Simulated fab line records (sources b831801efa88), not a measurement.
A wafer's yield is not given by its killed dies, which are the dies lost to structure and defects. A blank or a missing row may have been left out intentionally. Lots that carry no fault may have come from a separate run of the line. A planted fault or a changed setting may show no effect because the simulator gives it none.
Struck lot and sound lot, side by side || flow sky130 || 14 steps out of a route of 708
Sound: the wafers L212.2, L212.5, L212.6. Wafers L214.2, L214.3, L214.5 were the ones struck. The cause is given at the end.
For every step that has rows: the tool of each side, followed by ch and its chambers, followed by its first start. Under that, the readings that differ: sound wafers || struck wafers || difference of the means || sigmas: that difference in standard deviations of wafers without a fault.
alike: readings whose means differ by less than 2 such deviations, and words and numbers that are the same on both sides. not compared: withheld readings, readings that some wafer has no value for, bounds like >300 that may hide the same value, and numbers for which the record gives no deviation and whose values overlap.
The two part at a step that has a row with sigmas, a row that says differs or no value, or rows on one side only. When numbers do not overlap yet have no deviation, they are printed without sigmas and do not part them. Lack of a reading on every wafer of one side parts them only where that side has two or more wafers.

SKY_METAL2_SPUTTER_02: material AlCu, target thk 250 nm, time 13.3 s.
  struck on pvd sputter-02, day 36 10:03; sound on pvd sputter-01, day 35 15:55
  alike: throttle valve pct
SKY_METAL2_SPUTTER_03: material Ti, target thk 5 nm, time 3.3 s.
  struck on pvd sputter-02, day 36 10:04; sound on pvd sputter-01, day 35 15:56
  alike: throttle valve pct
SKY_METAL2_SPUTTER_04: material TiN, target thk 70 nm, time 58.3 s.
  struck on pvd sputter-02, day 36 10:05; sound on pvd sputter-01, day 35 15:57
  alike: throttle valve pct
SKY_METAL2_RS_MEAS_05: measures by four-point-probe.
  struck on film metro-02, day 36 10:10; sound on film metro-02, day 35 16:01
  alike: METAL2_ALCU_RS
SKY_METAL2_THK_MEAS_06: measures by xrf.
  struck on film metro-02, day 36 10:16; sound on film metro-02, day 35 16:08
  alike: METAL2_ALCU_THK
then, 7 steps without rows for these wafers: SKY_METAL2_DEHYDRATE_07 (time 60 s); SKY_METAL2_HMDS_08 (prime time 60 s); SKY_METAL2_COAT_09 (resist thk 60 nm); SKY_METAL2_COAT_10 (resist thk 450 nm); SKY_METAL2_SOFTBAKE_11 (time 86.95 s); SKY_METAL2_EXPOSE_12 (exposes mask MM2, target cd 140 nm); SKY_METAL2_PEB_13.
SKY_METAL2_DEVELOP_14: develop time 60 s.
  sound on litho track-03 ch 0, day 36 17:00; struck on litho track-04, day 37 11:00
  no value came back on the struck wafers for chill plate temp C (C), develop time s (s); on the sound wafers chill plate temp C (C) reads 23.16 23.02 23.17
{"reading": "model.KrF-thick_of_METAL2_COAT_10.thk nm (nm)", "sound": "439 436.5 437.3", "struck": "449.1 450.2 450.3", "difference": "+12.3", "sigmas": ""}
SKY_METAL2_CD_MEAS_15: the cd target is 140 nm.
  struck on cd sem-01, day 37 11:44; sound on cd sem-01, day 36 17:54
{"reading": "cd nm (nm)", "sound": "139.0 139.0 141.7", "struck": "- - -", "difference": "no value on the struck wafers", "sigmas": ""}

== WHERE THEY PART ==
Last at SKY_METAL2_CD_MEAS_15 as far as this record goes, first at SKY_METAL2_DEVELOP_14.

WHY: what the simulator had put in
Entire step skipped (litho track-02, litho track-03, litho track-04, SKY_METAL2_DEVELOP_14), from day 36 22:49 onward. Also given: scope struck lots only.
